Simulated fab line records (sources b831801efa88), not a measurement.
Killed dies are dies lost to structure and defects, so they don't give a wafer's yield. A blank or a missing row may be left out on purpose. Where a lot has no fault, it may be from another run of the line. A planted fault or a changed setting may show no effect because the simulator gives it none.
8D (eight disciplines) problem report, filled in by code / flow sky130 / the parts of the form that need people (team, actions taken, sign-off) are left out

1. THE PROBLEM
Wafers without a fault read 20.99 C, standard deviation 0.1; developerTempC at SKY_METAL1_DEVELOP_14 reads a mean of 21.63 C on 6 wafers belonging to 2 lots. Measured from the usual mean, that is +6.4 standard deviations.
The step: develop time 60 s.
Earliest sighting: wafer L450.2 on lithoTrack-01 at day 37 02:00. Wafers with a number at this step in the record: 39, from 13 lots. The rule behind "out" and "out of limits": a value lying over 4 standard deviations away from the usual mean. All remaining wafers that have a number are taken as sound.

2. WHAT IT IS AND WHAT IT IS NOT
question=which readings at this step | is=developerTempC | is not=resistLineTempC
question=which lots | is=L450, L452 | is not=L439, L440, L441, L442, L443, L448, L453, L454, L458, L460, L461
question=which wafers of those lots | is=all that have a number | is not=-
question=read on which tools | is=lithoTrack-01 | is not=lithoTrack-03, lithoTrack-04
question=when | is=from day 37 02:00 | is not=up to then (18 sound wafers); but 15 sound wafers of L453, L454, L458, L460, L461 came after

3. WHAT RULES OUT EACH SUSPECT
Counting: any tool at a process step up to the reading is kept as a suspect provided that every lot that is out went through it and no sound lot did after the first of them.
- lithoTrack-01 at SKY_METAL1_DEVELOP_14 (develop time 60 s): kept. Every lot that is out went through it, starting with L450 (day 37 02:00), and after that it ran no sound lot; the last sound lot it ran before then is L439 (day 32 19:00). Its own developerTempC readings are out on those wafers.
The count leaves lithoTrack-01 at SKY_METAL1_DEVELOP_14.

4. THE CAUSE (what the simulator had put in)
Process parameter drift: lithoTrack-01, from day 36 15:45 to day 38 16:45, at SKY_METAL1_DEVELOP_14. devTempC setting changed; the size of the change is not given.
This tool alone remained once counting was done.

5. SEQUENCE OF EFFECTS, ordered by route
Rows list readings where the struck wafers' mean (over those with a number) sits beyond 3 standard deviations from the usual. Readings are gone through only where the record gives a usual standard deviation; hours: the median, over the lots, of the time from a lot's start at the first step in this table giving one to that lot's start at this step; sigmas: the change measured in usual standard deviations.
hours=0; step=SKY_METAL1_DEVELOP_14; reading=developerTempC; usual=20.99 C; on struck wafers=21.63; change=+0.64; sigmas=+6.4
Its process steps:
- SKY_METAL1_DEVELOP_14: develop time 60 s.
Later steps that measure or inspect, where all struck wafers having a row at the step show a number for every such reading and not one has moved that far: SKY_METAL1_CD_MEAS_15, SKY_METAL2_CD_MEAS_15.

6. HOW IT WOULD HAVE BEEN CAUGHT EARLIER
In this record no reading fell out of limits until day 37 02:00, 10 hours after the fault had begun at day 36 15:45.
